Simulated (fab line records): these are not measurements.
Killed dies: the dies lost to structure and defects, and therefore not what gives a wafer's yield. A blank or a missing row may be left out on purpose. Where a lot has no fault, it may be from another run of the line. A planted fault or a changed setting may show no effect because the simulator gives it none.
fab line records	flow sky130
[record] lots = 7	wafers = 21	last_day = 49
route steps=708 shown LDD_N@252 LDD_P@255 LDD_HVN@267 PAD_OPEN@708
lots that met no fault: taken from a fault-free run of the same line
start_h: hours from the record's first day to the start of the lot's first wafer shown	wait_h: time in hours since the lot's previous step	" same as the row above	L1.1+2: several wafers, shown together as one row	- either no value or no given start	* or withheld: withheld	< > ~ a bound
route shown NAME@n: NAME is a module with steps in the file, n the number in the route of the first one	usual: mean and standard deviation over wafers with no fault	same: alike in all rows	chamber/n: place in a boat	sites: per-site readings	_std_site: the values' standard deviation	_edge_site: mean of outer sites minus mean of inner sites	radius_mm: for every site, how far away it sits from the centre of the wafer	mask NAME#n: copy n	behind: the most recent tool/chamber to have shaped the wafer	hold: what put the lot on hold/how long, in hours/how the hold closed	device: the n, p or np transistor that did not switch	end of line: tests of these same wafers at the route's end	a step given without rows: its recipe and nothing more	killed: not the wafer's yield, but the dies lost to structure and defects at the first sort	map: a wafer's dies, marking killed ones x, the rest . and places with no die _
set.NAME: setting as actually run; set.NAME@STEP: the setting as run at that earlier step	model.NAME: the simulator's own value behind a step, which no gauge read
a table for each step, a row for each wafer; lots at some steps of the route
services: from which hour (start_h, from the record's first day; less than 0 if before it) a tool's chamber was out of use, for how many hours, and why
[[steps]]
[step SKY_LDD_N_IMPLANT_15]
[recipe] species = BF2	energy_kev = 50	dose_cm2 = 5e+12	tilt_deg = 30	rotation_deg = 270
[step SKY_LDD_N_STRIP_16]
[recipe] chemistry = O2/N2	power_w = 1400	pressure_mtorr = 1500	platen_temp_c = withheld	o2_flow_sccm = 3000	n2_flow_sccm = 300	overash_fraction = 0.5
[usual] drypump_motor_current_A = 5.25/0.29	oes_product_au = 0.406/0.0046	strip_time_to_endpoint_s = 4.312/0.015
lot.wafer	tool	chamber	start_h	wait_h	drypump_motor_current_A	oes_product_au	rf_hours_counter_h	strip_time_to_endpoint_s
L739.2	plasma_asher-02	1	423.94	0.1	5.77	0.402	31	4.328
L739.5	"	1	"	"	5.76	0.399	-	4.294
L739.6	"	0	"	"	5.56	0.413	-	4.320
L740.3	plasma_asher-01	1	430.77	0.1	5.42	0.403	-	4.302
L740.4	"	0	"	"	4.81	0.406	-	4.300
L740.5	"	0	"	"	4.81	0.400	-	4.288
L746.4	plasma_asher-01	1	488.47	0.1	5.43	0.405	-	4.321
L746.5	"	0	"	"	4.81	0.410	-	4.312
L746.6	"	1	"	"	5.42	0.412	-	4.310
L753.3	plasma_asher-01	0	545.67	0.1	4.80	0.401	-	4.321
L753.5	"	0	"	"	4.79	0.403	-	4.301
L753.6	"	1	"	"	5.37	0.402	-	4.307
L754.1	plasma_asher-04	1	554.11	0.1	5.25	0.410	66	4.311
L754.3	"	0	"	"	5.11	0.409	-	4.304
L754.6	"	1	"	"	5.27	0.403	-	4.307
L755.2	plasma_asher-01	0	564.66	0.1	4.80	0.408	14	4.329
L755.3	"	1	"	"	5.45	0.413	-	4.305
L755.5	"	0	"	"	4.81	0.404	-	4.319
L757.3	plasma_asher-01	1	582.94	0.2	5.44	0.402	-	4.319
L757.4	"	0	"	"	4.79	0.407	-	4.327
L757.5	"	0	"	"	4.81	0.408	-	4.326
[step SKY_LDD_N_TW_MEAS_17]
[usual] LDD_N_TW = 2573/19
lot.wafer	tool	chamber	start_h	wait_h	LDD_N_TW
L739.2	film_metro-04	-	424.04	0.1	2572
L739.5	"	-	"	"	2559
L739.6	"	-	"	"	2582
L740.3	film_metro-02	-	430.86	0.1	2600
L740.4	"	-	"	"	2605
L740.5	"	-	"	"	2591
L746.4	film_metro-02	-	488.56	0.1	2596
L746.5	"	-	"	"	2586
L746.6	"	-	"	"	2596
L753.3	film_metro-03	-	545.75	0.1	2561
L753.5	"	-	"	"	2549
L753.6	"	-	"	"	2555
L754.1	film_metro-02	-	554.21	0.1	2600
L754.3	"	-	"	"	2606
L754.6	"	-	"	"	2593
L755.2	film_metro-03	-	564.77	0.1	2535
L755.3	"	-	"	"	2555
L755.5	"	-	"	"	2530
L757.3	film_metro-02	-	583.02	0.1	2596
L757.4	"	-	"	"	2592
L757.5	"	-	"	"	2591
[step SKY_LDD_P_DEHYDRATE_00]
[recipe] temp_c = 200	time_s = 60
[step SKY_LDD_P_HMDS_01]
[recipe] prime_time_s = 60	prime_temp_c = 120
[step SKY_LDD_P_COAT_02]
[recipe] resist = NOVOLAK	spin_rpm = 3000	resist_thk_nm = 1140
[step SKY_LDD_P_SOFTBAKE_03]
[recipe] temp_c = 90	time_s = 60	resist = NOVOLAK
[step SKY_LDD_P_EXPOSE_04]
[recipe] mask_id = PSDM	na = 0.6	source_shape = conventional	sigma_outer = 0.6	polarization = unpolarized	target_cd_nm = 380	dose_mj = 138
[step SKY_LDD_P_PEB_05]
[recipe] temp_c = withheld	time_s = *	resist = NOVOLAK
[step SKY_LDD_P_DEVELOP_06]
[recipe] resist = NOVOLAK	developer = TMAH	develop_time_s = 60	dev_temp_c = 23
[step SKY_LDD_P_CD_MEAS_07]
[recipe] target_cd_nm = 380
[usual] cd_nm = 380.4/1.9
lot.wafer	tool	chamber	start_h	wait_h	cd_nm
L739.2	cd_sem-02	-	454.08	0.1	383.8
L739.5	"	-	"	"	384.8
L739.6	"	-	"	"	382.0
L740.3	cd_sem-02	-	461.86	0.1	383.1
L740.4	"	-	"	"	380.3
L740.5	"	-	"	"	382.6
L746.4	cd_sem-01	-	519.07	0.1	382.7
L746.5	"	-	"	"	381.2
L746.6	"	-	"	"	381.5
L753.3	cd_sem-02	-	575.96	0.1	379.8
L753.5	"	-	"	"	380.9
L753.6	"	-	"	"	380.9
L754.1	cd_sem-02	-	583.66	0.1	379.5
L754.3	"	-	"	"	379.8
L754.6	"	-	"	"	379.7
L755.2	cd_sem-02	-	593.24	0.1	381.8
L755.3	"	-	"	"	381.3
L755.5	"	-	"	"	379.9
L757.3	cd_sem-02	-	612.66	0.1	379.4
L757.4	"	-	"	"	380.4
L757.5	"	-	"	"	380.2
[step SKY_LDD_P_OVL_MEAS_08]
[usual] LDD_P_OVL = 0.4/1.3
lot.wafer	tool	chamber	start_h	wait_h	LDD_P_OVL[nm]
L739.2	overlay-01	-	454.19	0.1	1.4
L739.5	"	-	"	"	1.2
L739.6	"	-	"	"	0.3
L740.3	overlay-02	-	461.95	0.1	2.2
L740.4	"	-	"	"	1.6
L740.5	"	-	"	"	1.7
L746.4	overlay-01	-	519.15	0.1	2.3
L746.5	"	-	"	"	2.7
L746.6	"	-	"	"	3.2
L753.3	overlay-02	-	576.05	0.1	-2.7
L753.5	"	-	"	"	-0.8
L753.6	"	-	"	"	0.4
L754.1	overlay-02	-	583.78	0.1	1.1
L754.3	"	-	"	"	1.8
L754.6	"	-	"	"	0.3
L755.2	overlay-01	-	593.35	0.1	2.2
L755.3	"	-	"	"	1.2
L755.5	"	-	"	"	1.8
L757.3	overlay-01	-	612.75	0.1	0.9
L757.4	"	-	"	"	0.6
L757.5	"	-	"	"	-0.4
[step SKY_LDD_P_IMPLANT_09]
[recipe] species = BF2	energy_kev = 25	dose_cm2 = 1e+13	tilt_deg = withheld
[usual] dose_ions_cm2 = 1.0001e+13/1.1e+10	faraday_current_uA = 56.5/1.1
lot.wafer	tool	chamber	start_h	wait_h	dose_ions_cm2	faraday_current_uA
L739.2	implanter-03	0	454.24	0.0	1.0003e+13	57.7
L739.5	"	0	"	"	1.0002e+13	54.6
L739.6	"	0	"	"	9.989e+12	56.4
L740.3	implanter-03	0	462.02	0.1	9.998e+12	56.1
L740.4	"	0	"	"	9.99e+12	57.0
L740.5	"	0	"	"	9.984e+12	59.3
L746.4	implanter-01	0	519.24	0.1	1.0003e+13	55.2
L746.5	"	0	"	"	1.0013e+13	56.7
L746.6	"	0	"	"	1.0005e+13	57.3
L753.3	implanter-01	0	576.12	0.1	1.591e+12	9.3
L753.5	"	0	"	"	1.59e+12	9.2
L753.6	"	0	"	"	1.589e+12	9.1
L754.1	implanter-01	0	583.82	0.0	1.615e+12	8.7
L754.3	"	0	"	"	1.6e+12	9.1
L754.6	"	0	"	"	1.612e+12	9.1
L755.2	implanter-01	0	593.40	0.0	1.626e+12	9.1
L755.3	"	0	"	"	1.611e+12	9.0
L755.5	"	0	"	"	1.602e+12	9.3
L757.3	implanter-04	0	612.83	0.1	1.0013e+13	57.6
L757.4	"	0	"	"	9.998e+12	55.3
L757.5	"	0	"	"	9.981e+12	54.5
[step SKY_LDD_P_STRIP_10]
[recipe] chemistry = O2/N2	power_w = 1400	pressure_mtorr = 1500	platen_temp_c = withheld	o2_flow_sccm = 3000	n2_flow_sccm = 300	overash_fraction = 0.5
[usual] drypump_motor_current_A = 5.64/0.3	oes_product_au = 0.716/0.0048	strip_time_to_endpoint_s = 14.18/0.048
lot.wafer	tool	chamber	start_h	wait_h	drypump_motor_current_A	oes_product_au	rf_hours_counter_h	strip_time_to_endpoint_s
L739.2	plasma_asher-03	0	454.37	0.1	5.96	0.715	75	14.15
L739.5	"	0	"	"	5.99	0.713	-	14.10
L739.6	"	1	"	"	5.84	0.723	-	14.11
L740.3	plasma_asher-02	1	462.16	0.1	5.75	0.714	-	14.18
L740.4	"	0	"	"	5.57	0.715	-	14.14
L740.5	"	0	"	"	5.56	0.714	-	14.17
L746.4	plasma_asher-04	0	519.35	0.1	5.10	0.715	-	14.14
L746.5	"	0	"	"	5.13	0.713	-	14.12
L746.6	"	1	"	"	5.26	0.711	-	14.09
L753.3	plasma_asher-02	0	576.26	0.1	5.56	0.717	-	14.17
L753.5	"	0	"	"	5.57	0.716	-	14.21
L753.6	"	1	"	"	5.75	0.713	-	14.20
L754.1	plasma_asher-04	1	583.97	0.1	5.26	0.723	69	14.18
L754.3	"	1	"	"	5.26	0.715	-	14.17
L754.6	"	1	"	"	5.26	0.720	-	14.15
L755.2	plasma_asher-03	1	593.53	0.1	5.88	0.717	90	14.21
L755.3	"	0	"	"	5.99	0.721	-	14.21
L755.5	"	0	"	"	5.99	0.710	-	14.21
L757.3	plasma_asher-02	1	612.96	0.1	5.75	0.706	-	14.19
L757.4	"	0	"	"	5.56	0.714	-	14.15
L757.5	"	0	"	"	5.54	0.714	-	14.15
[step SKY_LDD_P_TW_MEAS_11]
[usual] LDD_P_TW = 632/5.5
lot.wafer	tool	chamber	start_h	wait_h	LDD_P_TW
L739.2	film_metro-02	-	454.48	0.1	634
L739.5	"	-	"	"	640
L739.6	"	-	"	"	639
L740.3	film_metro-01	-	462.24	0.1	624
L740.4	"	-	"	"	624
L740.5	"	-	"	"	622
L746.4	film_metro-02	-	519.45	0.1	637
L746.5	"	-	"	"	636
L746.6	"	-	"	"	633
L753.3	film_metro-04	-	576.34	0.1	360
L753.5	"	-	"	"	361
L753.6	"	-	"	"	356
L754.1	film_metro-02	-	584.07	0.1	360
L754.3	"	-	"	"	359
L754.6	"	-	"	"	363
L755.2	film_metro-01	-	593.64	0.1	354
L755.3	"	-	"	"	354
L755.5	"	-	"	"	353
L757.3	film_metro-02	-	613.05	0.1	637
L757.4	"	-	"	"	633
L757.5	"	-	"	"	640
[step SKY_LDD_HVN_DEHYDRATE_00]
[recipe] temp_c = 200	time_s = 60
[step SKY_PAD_OPEN_PROBE_99]
[usual] killed_at_M0_to_M3 = 44/6.8	killed_at_M4_up = 3.4/2	killed_at_contacts = 24/5.2	killed_at_front_end = 15/5.2	killed_at_other = 0.2/0.46	killed_dies = 87/9.8	killed_open = 47/7.5	killed_short = 39/6.8
[same] gross_dies = 492	killed_at_back_side = 0
lot.wafer	tool	chamber	start_h	wait_h	killed_at_M0_to_M3	killed_at_M4_up	killed_at_contacts	killed_at_front_end	killed_at_other	killed_dies	killed_open	killed_short	model.etest.tip_p.rs_ohm_sq	model.etest.tip_p.rs_ohm_sq_range	model.etest.pfet_01v8.r_on_ohm_um	model.etest.tip_p.rs_ohm_sq_rim_less_centre	model.etest.pfet_01v8.drive_ua_um	model.etest.pfet_01v8_hvt.drive_ua_um	model.etest.sram_pfet_latch.drive_ua_um	model.etest.pfet_01v8_mvt.drive_ua_um
L739.2	prober-02	-	1089.39	0.1	38	4	21	15	1	79	45	34	6999	181.4	2975	-100.9	184.4	136.7	136.7	145.6
L739.5	prober-02	-	1089.54	0.2	41	1	35	17	0	94	49	45	7029	204.6	2962	-30.85	185.8	137.1	135	146.1
L739.6	prober-02	-	1089.59	0.2	48	2	18	14	0	82	48	34	6950	131.1	2982	5.033	185.7	138.7	136.2	146.2
L740.3	prober-01	-	1095.48	0.2	53	4	22	9	2	90	48	42	6885	359.4	2919	-85.7	189.2	141.9	139.7	149.2
L740.4	prober-01	-	1095.53	0.2	35	3	33	11	0	82	51	31	6873	302.6	2916	-87.05	191.1	143.5	145	152.2
L740.5	prober-01	-	1095.58	0.2	44	5	32	12	0	93	50	43	6961	226.9	2909	42.67	190.8	141.8	137.9	151.2
L746.4	prober-01	-	1129.83	0.2	38	2	26	9	0	75	41	34	6837	145.9	2851	98.47	195.1	145.9	147.3	154.9
L746.5	prober-01	-	1129.88	0.2	43	3	20	15	0	81	41	40	6924	263.9	2940	-10.33	187.5	139	141.8	149.4
L746.6	prober-01	-	1129.93	0.2	44	6	19	28	0	97	59	38	6821	168.4	2941	-46.35	188.7	141.2	139.1	151.5
L753.3	prober-02	-	1165.97	0.2	41	7	12	6	1	67	32	35	3.433e+04	2377	3096	-1715	174.8	130.8	137.7	145.1
L753.5	prober-02	-	1166.07	0.2	45	2	24	10	0	81	41	40	3.419e+04	2301	3139	-256.2	173.9	130.2	125.7	144.1
L753.6	prober-02	-	1166.12	0.2	43	2	18	7	0	70	33	37	3.536e+04	2042	3135	-393	176.7	130.6	130	147
L754.1	prober-01	-	1172.92	0.1	48	2	17	8	0	75	38	37	3.628e+04	1503	3166	371.2	170	124.9	126.7	139.9
L754.3	prober-01	-	1173.02	0.2	31	2	24	14	0	71	41	30	3.704e+04	1484	3211	40.39	167.6	124.8	121	139.8
L754.6	prober-01	-	1173.17	0.2	48	2	20	17	0	87	52	35	3.553e+04	1626	3129	-922.7	172.7	126.4	123.2	142.2
L755.2	prober-02	-	1178.40	0.1	50	0	30	16	0	96	57	39	3.837e+04	1863	3097	942.6	173.1	129.6	134	142.2
L755.3	prober-02	-	1178.45	0.2	49	3	25	19	0	96	58	38	3.877e+04	2114	3023	310.2	177.9	133.8	141.9	143.9
L755.5	prober-02	-	1178.55	0.2	49	4	21	24	1	99	54	45	3.841e+04	2590	3066	1432	176.4	132.2	138.4	144.3
L757.3	prober-02	-	1186.67	0.2	48	4	25	12	1	90	42	48	6796	184.2	2804	-114.7	199.3	148.2	147.8	157.5
L757.4	prober-02	-	1186.72	0.2	42	5	17	10	0	74	31	43	6840	225	2804	-147	199.2	146.6	144.8	156.1
L757.5	prober-02	-	1186.77	0.2	45	2	26	20	0	93	58	35	6791	191.8	2816	-100.3	199.3	146.8	147.2	158.1
// killed by level:class
L739.2 VIA1:geometric_particle:open=13 CONTACT:geometric_particle:open=9 FIELD_ISO:geometric_particle:open=5 LI_CONTACT:geometric_particle:open=4 CONTACT:geometric_particle:short=4 METAL2:geometric_particle:short=4 VIA2:geometric_particle:short=4 VIA3:geometric_particle:open=4
L739.5 LI_CONTACT:geometric_particle:open=12 VIA1:geometric_particle:open=10 CONTACT:geometric_particle:open=9 CONTACT:geometric_particle:short=6 METAL2:geometric_particle:short=6 VIA2:geometric_particle:open=6 FIELD_ISO:geometric_particle:short=5 POLY_GATE:geometric_particle:short=5
L739.6 VIA1:geometric_particle:open=19 VIA3:geometric_particle:open=9 CONTACT:geometric_particle:short=7 METAL1:geometric_particle:short=6 FIELD_ISO:geometric_particle:short=5 LI_CONTACT:geometric_particle:open=5 VIA2:geometric_particle:open=5 POLY_GATE:geometric_particle:open=3
L740.3 VIA2:geometric_particle:open=12 VIA1:geometric_particle:open=10 CONTACT:geometric_particle:open=8 METAL2:geometric_particle:short=7 LI_CONTACT:geometric_particle:open=6 VIA1:geometric_particle:short=6 VIA3:geometric_particle:open=5 METAL3:geometric_particle:short=5
L740.4 CONTACT:geometric_particle:open=13 VIA1:geometric_particle:open=10 CONTACT:geometric_particle:short=8 METAL2:geometric_particle:short=6 LI_CONTACT:geometric_particle:open=6 FIELD_ISO:geometric_particle:open=4 FIELD_ISO:geometric_particle:short=4 VIA2:geometric_particle:open=4
L740.5 CONTACT:geometric_particle:open=13 LI_CONTACT:geometric_particle:open=10 VIA1:geometric_particle:open=8 METAL2:geometric_particle:short=7 VIA2:geometric_particle:open=6 CONTACT:geometric_particle:short=5 METAL1:geometric_particle:short=5 FIELD_ISO:geometric_particle:short=4
L746.4 CONTACT:geometric_particle:open=10 VIA1:geometric_particle:open=8 VIA3:geometric_particle:open=6 LI_CONTACT:geometric_particle:short=5 METAL1:geometric_particle:short=4 METAL2:geometric_particle:short=4 VIA2:geometric_particle:open=4 CONTACT:geometric_particle:short=3
L746.5 VIA1:geometric_particle:open=7 CONTACT:geometric_particle:open=7 VIA3:geometric_particle:open=7 VIA2:geometric_particle:open=6 VIA2:geometric_particle:short=6 POLY_GATE:geometric_particle:short=4 LI_CONTACT:geometric_particle:short=4 LOCAL_INTERCONNECT:geometric_particle:short=4
L746.6 CONTACT:geometric_particle:open=10 VIA1:geometric_particle:open=9 VIA2:geometric_particle:open=9 POLY_GATE:geometric_particle:open=8 VIA3:geometric_particle:open=8 FIELD_ISO:geometric_particle:open=7 FIELD_ISO:geometric_particle:short=5 METAL4:geometric_particle:short=5
L753.3 VIA1:geometric_particle:open=11 VIA1:geometric_particle:short=10 VIA3:geometric_particle:open=5 CONTACT:geometric_particle:short=4 LI_CONTACT:geometric_particle:open=4 METAL1:geometric_particle:short=4 VIA2:geometric_particle:open=4 METAL4:geometric_particle:short=4
L753.5 CONTACT:geometric_particle:open=12 VIA1:geometric_particle:short=9 VIA1:geometric_particle:open=8 METAL1:geometric_particle:short=7 METAL2:geometric_particle:short=6 VIA3:geometric_particle:open=6 FIELD_ISO:geometric_particle:short=3 LI_CONTACT:geometric_particle:open=3
L753.6 CONTACT:geometric_particle:open=9 VIA1:geometric_particle:short=8 VIA1:geometric_particle:open=8 METAL1:geometric_particle:short=7 VIA3:geometric_particle:open=5 VIA2:geometric_particle:short=4 METAL3:geometric_particle:short=4 LI_CONTACT:geometric_particle:open=3
L754.1 VIA1:geometric_particle:open=10 VIA1:geometric_particle:short=7 VIA2:geometric_particle:short=7 LI_CONTACT:geometric_particle:open=5 LOCAL_INTERCONNECT:geometric_particle:short=5 METAL1:geometric_particle:short=5 CONTACT:geometric_particle:open=4 VIA2:geometric_particle:open=4
L754.3 LI_CONTACT:geometric_particle:open=10 CONTACT:geometric_particle:open=8 VIA1:geometric_particle:open=7 METAL3:geometric_particle:short=6 VIA2:geometric_particle:open=4 FIELD_ISO:geometric_particle:open=3 SONOS_ONO:geometric_particle:short=3 POLY_GATE:geometric_particle:open=3
L754.6 VIA1:geometric_particle:open=10 VIA3:geometric_particle:open=9 CONTACT:geometric_particle:open=8 FIELD_ISO:geometric_particle:open=6 FIELD_ISO:geometric_particle:short=6 LI_CONTACT:geometric_particle:open=5 VIA2:geometric_particle:open=5 METAL2:geometric_particle:short=5
L755.2 VIA1:geometric_particle:open=11 CONTACT:geometric_particle:open=9 VIA2:geometric_particle:open=9 LI_CONTACT:geometric_particle:open=8 METAL2:geometric_particle:short=7 FIELD_ISO:geometric_particle:open=6 VIA3:geometric_particle:open=6 LOCAL_INTERCONNECT:geometric_particle:short=5
L755.3 VIA1:geometric_particle:open=14 VIA3:geometric_particle:open=10 POLY_GATE:geometric_particle:open=8 CONTACT:geometric_particle:open=8 LOCAL_INTERCONNECT:geometric_particle:short=7 METAL2:geometric_particle:short=7 FIELD_ISO:geometric_particle:short=4 LI_CONTACT:geometric_particle:open=4
L755.5 VIA3:geometric_particle:open=10 FIELD_ISO:geometric_particle:open=9 VIA1:geometric_particle:open=9 VIA2:geometric_particle:open=7 FIELD_ISO:geometric_particle:short=6 LI_CONTACT:geometric_particle:open=6 METAL1:geometric_particle:short=6 VIA1:geometric_particle:short=6
L757.3 VIA1:geometric_particle:open=11 VIA1:geometric_particle:short=10 CONTACT:geometric_particle:open=6 LI_CONTACT:geometric_particle:open=5 VIA2:geometric_particle:open=5 LOCAL_INTERCONNECT:geometric_particle:short=5 CONTACT:geometric_particle:short=5 METAL1:geometric_particle:short=4
L757.4 METAL1:geometric_particle:short=11 VIA1:geometric_particle:open=10 CONTACT:geometric_particle:open=5 VIA1:geometric_particle:short=5 VIA3:geometric_particle:short=5 FIELD_ISO:geometric_particle:short=4 LI_CONTACT:geometric_particle:open=4 METAL2:geometric_particle:short=4
L757.5 VIA1:geometric_particle:open=17 LI_CONTACT:geometric_particle:open=9 FIELD_ISO:geometric_particle:open=8 CONTACT:geometric_particle:open=8 METAL1:geometric_particle:short=7 FIELD_ISO:geometric_particle:short=5 VIA2:geometric_particle:open=5 POLY_GATE:geometric_particle:short=4
[[services]]
tool	chamber	start_h	hours	kind
plasma_asher-01	-	421.25	9.0	pm
plasma_asher-01	0	421.25	9.0	vent_cycle
plasma_asher-01	1	421.25	9.0	vent_cycle
plasma_asher-01	0	430.25	-	clean
plasma_asher-01	1	430.25	-	clean
implanter-03	-	431.21	4.3	pm
implanter-01	-	433.59	1.1	repair
plasma_asher-02	-	437.29	2.0	repair
plasma_asher-01	-	448.93	1.8	repair
plasma_asher-04	-	454.71	6.5	repair
plasma_asher-02	-	467.49	22.7	repair
implanter-03	-	482.37	2.5	pm
implanter-01	-	483.51	3.0	repair
implanter-03	-	484.98	2.7	repair
implanter-04	-	490.94	0.7	repair
implanter-01	-	496.03	2.8	pm
plasma_asher-02	-	498.23	4.5	repair
implanter-01	-	499.51	0.7	repair
implanter-04	-	568.67	2.7	pm
plasma_asher-01	-	574.82	5.5	repair
implanter-03	-	577.36	4.6	repair
plasma_asher-04	-	579.43	1.4	repair
plasma_asher-02	-	581.29	1.3	repair
implanter-01	-	603.43	6.5	repair
[[key]]
[first_sign] step = SKY_LDD_P_IMPLANT_09	reading = dose_ions_cm2	direction = down	sigmas = 99+	usual = *	struck = *
[effect] step = SKY_LDD_P_IMPLANT_09	reading = faraday_current_uA	direction = down	sigmas = 43	usual = 56.5	struck = 9.1
[effect] step = SKY_LDD_P_TW_MEAS_11	reading = LDD_P_TW	direction = down	sigmas = 49	usual = 632	struck = 358
[model_effect] step = SKY_PAD_OPEN_PROBE_99	value = etest.tip_p.rs_ohm_sq	without = 6872	struck = 3.648e+04
met_at SKY_LDD_P_IMPLANT_09
struck_wafers L753.3,L753.5,L753.6,L754.1,L754.3,L754.6,L755.2,L755.3,L755.5
tester_left_out L753,L754,L755
onset_between 519.24 576.12
[fault] kind = process_parameter_drift	tool = implanter-01	chamber = -	onset_h = 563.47	steps = SKY_LDD_P_IMPLANT_09	channel = dose_cm2	offset = *	shape = step	end_h = 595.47	acts_in = *	stated = *
// tester_left_out: of these lots the tester's yield and bins aren't shown, on N5 and GAA mostly nor the transistor test; their killed dies are dies lost to structure and defects alone, not to doping, threshold or leakage, so they don't give the yield
